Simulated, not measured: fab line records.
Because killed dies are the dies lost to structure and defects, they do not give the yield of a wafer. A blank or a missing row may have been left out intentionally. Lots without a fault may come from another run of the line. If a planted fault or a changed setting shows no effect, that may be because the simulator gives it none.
fab line records	flow sky130
record lots=6	wafers=18	last_day=49
route steps=708 shown POLY_GATE@234 LDD_N@237 PAD_OPEN@708
lots that met no fault: taken from a fault-free run of the same line
start_h: start of the lot's first displayed wafer, in hours after the record's first day	wait_h: hours from the lot's prior step to this one	" repeats the value in the row above	L1.1+2: a single row standing in for several wafers	- no value present, or no start provided	* or withheld: withheld	< > ~ a bound
route shown NAME@n: a module of which the file shows steps, and the number in the route of the first	usual: mean/standard deviation of fault-free wafers	same: alike in all rows	chamber/n: place in a boat	sites: each site's reading	_std_site: their standard deviation	_edge_site: outer sites' mean less inner sites'	radius_mm: for every site, how far away it sits from the centre of the wafer	mask NAME#n: copy n	behind: the tool/chamber that last shaped the wafer	hold: why the lot went on hold/how many hours it stayed there/how the hold came to an end	device: whichever transistor did not switch (one of n, p or np)	end of line: the route-end tests of the same wafers	a step given without rows: its recipe and nothing more	killed: dies that structure and defects cost at the first sort, which is not the same as the wafer's yield	map: per-die view of a wafer (x killed, . not killed, _ where there is no die)
set.NAME: the setting the step ran with; set.NAME@STEP: the setting that earlier step ran with	model.NAME: the simulator's own value behind a step, which no gauge read
lots at selected steps of the route; one table per step, one row per wafer
services: when a tool's chamber went out of use (start_h, in hours from the record's first day, below 0 if earlier), for how many hours, and the reason
## steps
# step SKY_POLY_GATE_OXIDATION_20
# recipe temp_c=850	ambient=O2	stabilise_s=600	purge_s=300	target_thk_a=40	ox_time_s=899
# step SKY_POLY_GATE_THK_MEAS_21
# recipe reads=SiO2_of_POLY_GATE_OXIDATION_20
# usual POLY_GATE_OXIDATION_THK=3.97/0.079
lot.wafer	tool	chamber	start_h	wait_h	POLY_GATE_OXIDATION_THK[nm]
L480.1	film_metro-04	-	367.66	0.0	4.00
L480.2	"	-	"	"	4.05
L480.5	"	-	"	"	4.06
L489.1	film_metro-04	-	451.01	0.0	3.98
L489.2	"	-	"	"	4.02
L489.4	"	-	"	"	4.03
L496.2	film_metro-04	-	513.50	0.0	3.94
L496.3	"	-	"	"	3.96
L496.6	"	-	"	"	3.99
L497.3	film_metro-02	-	532.11	0.0	3.94
L497.5	"	-	"	"	3.96
L497.6	"	-	"	"	4.00
L498.1	film_metro-04	-	532.13	0.0	4.07
L498.3	"	-	"	"	4.04
L498.5	"	-	"	"	4.11
L499.3	film_metro-02	-	539.14	0.0	4.03
L499.4	"	-	"	"	3.98
L499.5	"	-	"	"	4.01
# step SKY_POLY_GATE_CD_MEAS_22
# usual cd_nm=149.1/2.2
lot.wafer	tool	chamber	start_h	wait_h	cd_nm
L480.1	cd_sem-01	-	367.72	0.1	150.2
L480.2	"	-	"	"	150.2
L480.5	"	-	"	"	151.1
L489.1	cd_sem-01	-	451.07	0.1	148.8
L489.2	"	-	"	"	149.5
L489.4	"	-	"	"	151.0
L496.2	cd_sem-02	-	513.58	0.1	152.1
L496.3	"	-	"	"	151.5
L496.6	"	-	"	"	152.3
L497.3	cd_sem-01	-	532.21	0.1	150.0
L497.5	"	-	"	"	148.7
L497.6	"	-	"	"	149.0
L498.1	cd_sem-02	-	532.26	0.1	150.2
L498.3	"	-	"	"	148.5
L498.5	"	-	"	"	149.6
L499.3	cd_sem-02	-	539.24	0.1	147.9
L499.4	"	-	"	"	150.9
L499.5	"	-	"	"	151.3
# step SKY_LDD_N_DEHYDRATE_00
# recipe temp_c=200	time_s=60
# step SKY_LDD_N_HMDS_01
# recipe prime_time_s=60	prime_temp_c=120
# step SKY_LDD_N_COAT_02
# recipe resist=NOVOLAK	spin_rpm=3000	resist_thk_nm=300
# step SKY_LDD_N_SOFTBAKE_03
# recipe temp_c=90	time_s=60	resist=NOVOLAK
# step SKY_LDD_N_EXPOSE_04
# recipe mask_id=NTM	target_cd_nm=840	na=0.6	source_shape=conventional	sigma_outer=0.6	dose_mj=110
# step SKY_LDD_N_PEB_05
# recipe temp_c=withheld	time_s=*	resist=NOVOLAK
# step SKY_LDD_N_DEVELOP_06
# recipe develop_time_s=60	dev_temp_c=23
# step SKY_LDD_N_OVL_MEAS_07
# usual LDD_N_OVL=-1.3/1.3
lot.wafer	tool	chamber	start_h	wait_h	LDD_N_OVL[nm]
L480.1	overlay-01	-	395.99	0.1	-1.9
L480.2	"	-	"	"	-1.7
L480.5	"	-	"	"	-0.7
L489.1	overlay-02	-	481.70	0.1	-1.9
L489.2	"	-	"	"	-0.9
L489.4	"	-	"	"	-1.0
L496.2	overlay-01	-	543.25	0.1	-2.2
L496.3	"	-	"	"	-0.6
L496.6	"	-	"	"	-3.3
L497.3	overlay-01	-	562.01	0.1	-1.0
L497.5	"	-	"	"	-1.0
L497.6	"	-	"	"	0.2
L498.1	overlay-02	-	562.64	0.1	-4.0
L498.3	"	-	"	"	-1.1
L498.5	"	-	"	"	-2.5
L499.3	overlay-01	-	568.76	0.1	-0.5
L499.4	"	-	"	"	-0.3
L499.5	"	-	"	"	-1.9
# step SKY_LDD_N_IMPLANT_08
# recipe species=As	energy_kev=20	dose_cm2=7.5e+13	tilt_deg=withheld	rotation_deg=23
# step SKY_LDD_N_IMPLANT_09
# recipe species=As	energy_kev=20	dose_cm2=7.5e+13	tilt_deg=withheld	rotation_deg=113
# usual dose_ions_cm2=7.499e+13/8.4e+10	end_station_pressure_torr=5.35e-06/2.6e-07	faraday_current_uA=424/8.3
lot.wafer	tool	chamber	start_h	wait_h	dose_ions_cm2	end_station_pressure_torr	faraday_current_uA
L480.1	implanter-02	0	396.18	0.1	7.491e+13	5.2e-06	428
L480.2	"	0	"	"	7.498e+13	5.32e-06	427
L480.5	"	0	"	"	7.484e+13	5.33e-06	426
L489.1	implanter-01	0	481.88	0.1	7.499e+13	5.24e-06	433
L489.2	"	0	"	"	7.501e+13	5.01e-06	447
L489.4	"	0	"	"	7.519e+13	5.37e-06	439
L496.2	implanter-02	0	543.46	0.1	4.442e+13	5.52e-06	243
L496.3	"	0	"	"	4.439e+13	4.82e-06	257
L496.6	"	0	"	"	4.445e+13	5.14e-06	247
L497.3	implanter-02	0	562.23	0.1	4.428e+13	5.13e-06	255
L497.5	"	0	"	"	4.431e+13	5.22e-06	260
L497.6	"	0	"	"	4.432e+13	4.9e-06	244
L498.1	implanter-01	0	562.83	0.1	7.5e+13	5.49e-06	416
L498.3	"	0	"	"	7.502e+13	5.58e-06	420
L498.5	"	0	"	"	7.489e+13	5.17e-06	428
L499.3	implanter-04	0	568.98	0.1	7.505e+13	5.7e-06	427
L499.4	"	0	"	"	7.5e+13	5.6e-06	412
L499.5	"	0	"	"	7.503e+13	5.7e-06	406
# step SKY_LDD_N_IMPLANT_10
# recipe species=As	energy_kev=20	dose_cm2=7.5e+13	tilt_deg=withheld	rotation_deg=203
# step SKY_LDD_N_IMPLANT_11
# recipe species=As	energy_kev=20	dose_cm2=7.5e+13	tilt_deg=withheld	rotation_deg=293
# step SKY_LDD_N_IMPLANT_12
# recipe species=BF2	energy_kev=50	dose_cm2=5e+12	tilt_deg=30	rotation_deg=0
# step SKY_LDD_N_IMPLANT_13
# recipe species=BF2	energy_kev=50	dose_cm2=5e+12	tilt_deg=30	rotation_deg=90
# step SKY_LDD_N_IMPLANT_14
# recipe species=BF2	energy_kev=50	dose_cm2=5e+12	tilt_deg=30	rotation_deg=180
# step SKY_LDD_N_IMPLANT_15
# recipe species=BF2	energy_kev=50	dose_cm2=5e+12	tilt_deg=30	rotation_deg=270
# step SKY_LDD_N_STRIP_16
# recipe chemistry=O2/N2	power_w=1400	pressure_mtorr=1500	platen_temp_c=withheld	o2_flow_sccm=3000	n2_flow_sccm=300	overash_fraction=0.5
# usual chamber_pressure_mTorr=1500.0/1.3	drypump_motor_current_A=6.0/0.41	n2_flow_sccm=300.1/0.83	oes_product_au=0.406/0.0046	strip_time_to_endpoint_s=4.309/0.014
lot.wafer	tool	chamber	start_h	wait_h	chamber_pressure_mTorr	drypump_motor_current_A	n2_flow_sccm	oes_product_au	rf_hours_counter_h	strip_time_to_endpoint_s
L480.1	plasma_asher-01	1	397.23	0.1	1500.0	5.7	298.8	0.408	63	4.321
L480.2	"	0	"	"	1501.0	6.7	300.5	0.402	63	4.312
L480.5	"	0	"	"	1499.5	6.8	300.9	0.412	-	4.327
L489.1	plasma_asher-03	0	482.93	0.1	1498.2	6.2	298.8	0.409	34	4.304
L489.2	"	1	"	"	1499.5	5.5	299.8	0.403	34	4.313
L489.4	"	1	"	"	1500.5	5.5	300.4	0.405	-	4.299
L496.2	plasma_asher-03	1	544.48	0.1	1498.3	5.5	299.9	0.411	40	4.223
L496.3	"	0	"	"	1501.2	6.1	300.2	0.401	-	4.204
L496.6	"	1	"	"	1500.6	5.5	300.3	0.398	-	4.222
L497.3	plasma_asher-04	1	563.26	0.1	1502.9	6.4	301.8	0.408	-	4.239
L497.5	"	0	"	"	1498.8	5.9	299.6	0.405	-	4.229
L497.6	"	1	"	"	1500.2	6.4	301.4	0.407	-	4.237
L498.1	plasma_asher-04	0	563.88	0.1	1501.5	5.9	300.9	0.394	12	4.297
L498.3	"	1	"	"	1498.8	6.4	299.8	0.411	-	4.300
L498.5	"	1	"	"	1499.1	6.5	298.8	0.402	-	4.296
L499.3	plasma_asher-01	0	570.01	0.1	1499.6	6.7	300.5	0.402	-	4.314
L499.4	"	1	"	"	1498.1	5.7	300.7	0.408	-	4.309
L499.5	"	0	"	"	1500.0	6.7	298.9	0.401	-	4.303
# step SKY_LDD_N_TW_MEAS_17
# usual LDD_N_TW=2624/30
lot.wafer	tool	chamber	start_h	wait_h	LDD_N_TW
L480.1	film_metro-02	-	397.33	0.1	2585
L480.2	"	-	"	"	2582
L480.5	"	-	"	"	2582
L489.1	film_metro-01	-	483.03	0.1	2661
L489.2	"	-	"	"	2654
L489.4	"	-	"	"	2651
L496.2	film_metro-03	-	544.59	0.1	2559
L496.3	"	-	"	"	2548
L496.6	"	-	"	"	2546
L497.3	film_metro-03	-	563.35	0.1	2555
L497.5	"	-	"	"	2578
L497.6	"	-	"	"	2588
L498.1	film_metro-01	-	563.98	0.1	2640
L498.3	"	-	"	"	2642
L498.5	"	-	"	"	2651
L499.3	film_metro-03	-	570.10	0.1	2620
L499.4	"	-	"	"	2617
L499.5	"	-	"	"	2626
# step SKY_PAD_OPEN_PROBE_99
# usual killed_at_M0_to_M3=44/6.6	killed_at_M4_up=3.4/1.9	killed_at_contacts=25/5.6	killed_at_front_end=15/4.6	killed_at_other=0.3/0.6	killed_dies=88/9.5	killed_on_rim=17/3.8	killed_open=47/7.1	killed_short=40/6.4
# same gross_dies=492	killed_at_back_side=0
lot.wafer	tool	chamber	start_h	wait_h	killed_at_M0_to_M3	killed_at_M4_up	killed_at_contacts	killed_at_front_end	killed_at_other	killed_dies	killed_on_rim	killed_open	killed_short	model.etest.tip_n.rs_ohm_sq
L480.1	prober-02	-	1070.96	0.1	39	2	26	8	2	77	17	35	41	438.1
L480.2	prober-02	-	1071.01	0.1	42	2	34	14	0	92	25	57	35	440.2
L480.5	prober-02	-	1071.16	0.2	38	8	27	25	3	101	32	46	53	441.1
L489.1	prober-01	-	1126.59	0.1	38	7	30	14	0	89	21	59	30	439.1
L489.2	prober-01	-	1126.64	0.1	53	5	26	18	1	103	14	52	50	440.1
L489.4	prober-01	-	1126.74	0.2	51	3	34	16	1	105	16	60	44	437.5
L496.2	prober-02	-	1166.04	0.1	43	2	25	18	0	88	21	52	35	477.9
L496.3	prober-02	-	1166.09	0.2	52	4	24	13	0	93	14	47	46	483.4
L496.6	prober-02	-	1166.24	0.2	43	2	34	18	0	97	22	54	43	482.9
L497.3	prober-01	-	1175.86	0.2	48	7	24	9	0	88	19	41	47	473.6
L497.5	prober-01	-	1175.96	0.2	47	3	15	19	3	87	20	36	49	478.1
L497.6	prober-01	-	1176.01	0.2	39	6	24	24	0	93	29	44	49	479.4
L498.1	prober-02	-	1182.44	0.1	39	5	20	16	1	81	11	46	35	445.1
L498.3	prober-02	-	1182.54	0.2	40	3	13	11	0	67	12	40	27	445.3
L498.5	prober-02	-	1182.64	0.2	39	4	29	16	1	89	13	47	42	451
L499.3	prober-02	-	1184.21	0.2	54	4	26	13	0	97	17	57	40	438.6
L499.4	prober-02	-	1184.26	0.2	44	2	19	12	1	78	15	40	38	439.2
L499.5	prober-02	-	1184.31	0.2	48	3	30	13	0	94	16	55	39	438.2
# killed by level:class
L480.1 CONTACT:geometric_particle:open=9 LOCAL_INTERCONNECT:geometric_particle:short=9 VIA1:geometric_particle:open=7 VIA2:geometric_particle:open=7 VIA1:geometric_particle:short=6 POLY_GATE:geometric_particle:short=4 LI_CONTACT:geometric_particle:short=4 METAL1:geometric_particle:open=4
L480.2 CONTACT:geometric_particle:open=17 VIA1:geometric_particle:open=9 VIA2:geometric_particle:open=8 LI_CONTACT:geometric_particle:open=7 METAL1:geometric_particle:short=7 POLY_GATE:geometric_particle:open=6 VIA1:geometric_particle:short=5 CONTACT:geometric_particle:short=4
L480.5 CONTACT:geometric_particle:open=9 VIA1:geometric_particle:open=9 CONTACT:geometric_particle:short=8 FIELD_ISO:geometric_particle:open=7 METAL4:geometric_particle:short=7 FIELD_ISO:geometric_particle:short=6 LI_CONTACT:geometric_particle:open=6 POLY_GATE:geometric_particle:short=5
L489.1 CONTACT:geometric_particle:open=13 VIA1:geometric_particle:open=12 LI_CONTACT:geometric_particle:open=8 VIA2:geometric_particle:open=8 CONTACT:geometric_particle:short=7 VIA3:geometric_particle:open=5 METAL4:geometric_particle:short=5 POLY_GATE:geometric_particle:short=4
L489.2 VIA1:geometric_particle:open=13 CONTACT:geometric_particle:open=11 VIA3:geometric_particle:open=9 FIELD_ISO:geometric_particle:short=7 LOCAL_INTERCONNECT:geometric_particle:short=6 METAL1:geometric_particle:short=6 VIA1:geometric_particle:short=5 METAL2:geometric_particle:short=5
L489.4 VIA1:geometric_particle:open=12 LI_CONTACT:geometric_particle:open=10 VIA2:geometric_particle:open=9 CONTACT:geometric_particle:open=8 LOCAL_INTERCONNECT:geometric_particle:short=8 METAL2:geometric_particle:short=8 METAL1:geometric_particle:short=6 CONTACT:geometric_particle:short=5
L496.2 VIA1:geometric_particle:open=13 CONTACT:geometric_particle:open=10 VIA1:geometric_particle:short=7 FIELD_ISO:geometric_particle:open=5 POLY_GATE:geometric_particle:open=5 LI_CONTACT:geometric_particle:open=5 CONTACT:geometric_particle:short=4 VIA3:geometric_particle:open=4
L496.3 VIA2:geometric_particle:open=9 VIA3:geometric_particle:short=8 VIA1:geometric_particle:open=8 LI_CONTACT:geometric_particle:open=7 METAL1:geometric_particle:short=7 CONTACT:geometric_particle:short=6 CONTACT:geometric_particle:open=5 VIA1:geometric_particle:short=5
L496.6 CONTACT:geometric_particle:open=13 VIA1:geometric_particle:open=11 LI_CONTACT:geometric_particle:open=8 METAL1:geometric_particle:short=8 VIA3:geometric_particle:open=8 CONTACT:geometric_particle:short=5 METAL2:geometric_particle:short=5 FIELD_ISO:geometric_particle:short=4
L497.3 CONTACT:geometric_particle:open=9 METAL1:geometric_particle:short=8 VIA1:geometric_particle:open=8 METAL4:geometric_particle:short=7 VIA3:geometric_particle:open=7 VIA1:geometric_particle:short=5 METAL2:geometric_particle:short=5 VIA2:geometric_particle:open=5
L497.5 METAL2:geometric_particle:short=8 VIA3:geometric_particle:open=7 METAL1:geometric_particle:short=7 POLY_GATE:geometric_particle:short=6 LI_CONTACT:geometric_particle:open=5 VIA1:geometric_particle:open=5 VIA2:geometric_particle:open=5 VIA1:geometric_particle:short=4
L497.6 CONTACT:geometric_particle:open=10 VIA3:geometric_particle:open=8 FIELD_ISO:geometric_particle:short=6 POLY_CUT:geometric_particle:short=5 METAL1:geometric_particle:short=5 FIELD_ISO:geometric_particle:open=4 LI_CONTACT:geometric_particle:short=4 LOCAL_INTERCONNECT:geometric_particle:short=4
L498.1 CONTACT:geometric_particle:open=11 METAL1:geometric_particle:short=10 FIELD_ISO:geometric_particle:open=7 VIA1:geometric_particle:open=7 LI_CONTACT:geometric_particle:open=5 VIA3:geometric_particle:open=5 VIA2:geometric_particle:open=4 METAL1:geometric_particle:open=4
L498.3 VIA1:geometric_particle:open=9 VIA3:geometric_particle:open=8 CONTACT:geometric_particle:open=5 VIA2:geometric_particle:open=5 METAL2:geometric_particle:short=4 FIELD_ISO:geometric_particle:open=3 LI_CONTACT:geometric_particle:open=3 METAL1:geometric_particle:short=3
L498.5 CONTACT:geometric_particle:open=13 VIA1:geometric_particle:open=10 LI_CONTACT:geometric_particle:open=6 FIELD_ISO:geometric_particle:open=5 VIA1:geometric_particle:short=5 VIA2:geometric_particle:open=5 FIELD_ISO:geometric_particle:short=4 LOCAL_INTERCONNECT:geometric_particle:short=4
L499.3 VIA1:geometric_particle:open=13 CONTACT:geometric_particle:open=9 VIA2:geometric_particle:open=9 METAL1:geometric_particle:short=9 VIA1:geometric_particle:short=8 VIA3:geometric_particle:open=8 LI_CONTACT:geometric_particle:open=6 LI_CONTACT:geometric_particle:short=5
L499.4 VIA1:geometric_particle:open=9 CONTACT:geometric_particle:open=8 VIA1:geometric_particle:short=7 METAL2:geometric_particle:short=6 VIA2:geometric_particle:open=5 VIA3:geometric_particle:open=5 LI_CONTACT:geometric_particle:open=4 LOCAL_INTERCONNECT:geometric_particle:short=4
L499.5 CONTACT:geometric_particle:open=16 VIA1:geometric_particle:open=12 LI_CONTACT:geometric_particle:open=8 METAL1:geometric_particle:short=7 FIELD_ISO:geometric_particle:short=6 VIA2:geometric_particle:open=6 METAL3:geometric_particle:short=6 VIA1:geometric_particle:short=5
## services
tool	chamber	start_h	hours	kind
implanter-01	-	385.62	2.3	repair
plasma_asher-04	-	389.05	2.8	pm
plasma_asher-04	-	421.32	9.0	pm
plasma_asher-04	0	421.32	9.0	vent_cycle
plasma_asher-04	1	421.32	9.0	vent_cycle
implanter-02	-	424.56	4.8	pm
plasma_asher-04	0	430.32	-	clean
plasma_asher-04	1	430.32	-	clean
implanter-04	-	431.40	2.5	pm
implanter-02	-	451.12	1.6	repair
implanter-01	-	461.31	11.8	pm
implanter-02	-	486.70	2.8	repair
implanter-01	-	497.78	4.0	repair
implanter-02	-	509.12	2.5	pm
implanter-01	-	513.81	1.3	repair
plasma_asher-04	-	516.89	4.4	repair
implanter-01	-	521.66	0.6	repair
implanter-04	-	543.07	5.0	repair
plasma_asher-04	-	543.78	4.3	repair
implanter-01	-	546.53	2.4	repair
## key
first_sign step=SKY_LDD_N_IMPLANT_09	reading=dose_ions_cm2	direction=down	sigmas=99+	usual=*	struck=*
effect step=SKY_LDD_N_IMPLANT_09	reading=faraday_current_uA	direction=down	sigmas=21	usual=424	struck=251
effect step=SKY_LDD_N_STRIP_16	reading=strip_time_to_endpoint_s	direction=down	sigmas=5.8	usual=*	struck=*
effect step=SKY_LDD_N_TW_MEAS_17	reading=LDD_N_TW	direction=down	sigmas=2.1	usual=2624	struck=2562
model_effect step=SKY_PAD_OPEN_PROBE_99	value=etest.tip_n.rs_ohm_sq	without=447.3	struck=479.2
met_at SKY_LDD_N_IMPLANT_09
struck_wafers L496.2,L496.3,L496.6,L497.3,L497.5,L497.6
tester_left_out L496,L497
onset_between 396.18 543.46
fault kind=process_parameter_drift	tool=implanter-02	chamber=-	onset_h=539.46	steps=SKY_LDD_N_IMPLANT_09	channel=dose_cm2	offset=*	shape=step	end_h=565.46	acts_in=*	stated=*
# tester_left_out: of these lots the tester's yield and bins aren't shown, on N5 and GAA mostly nor the transistor test; their killed dies are dies lost to structure and defects alone, not to doping, threshold or leakage, so they don't give the yield
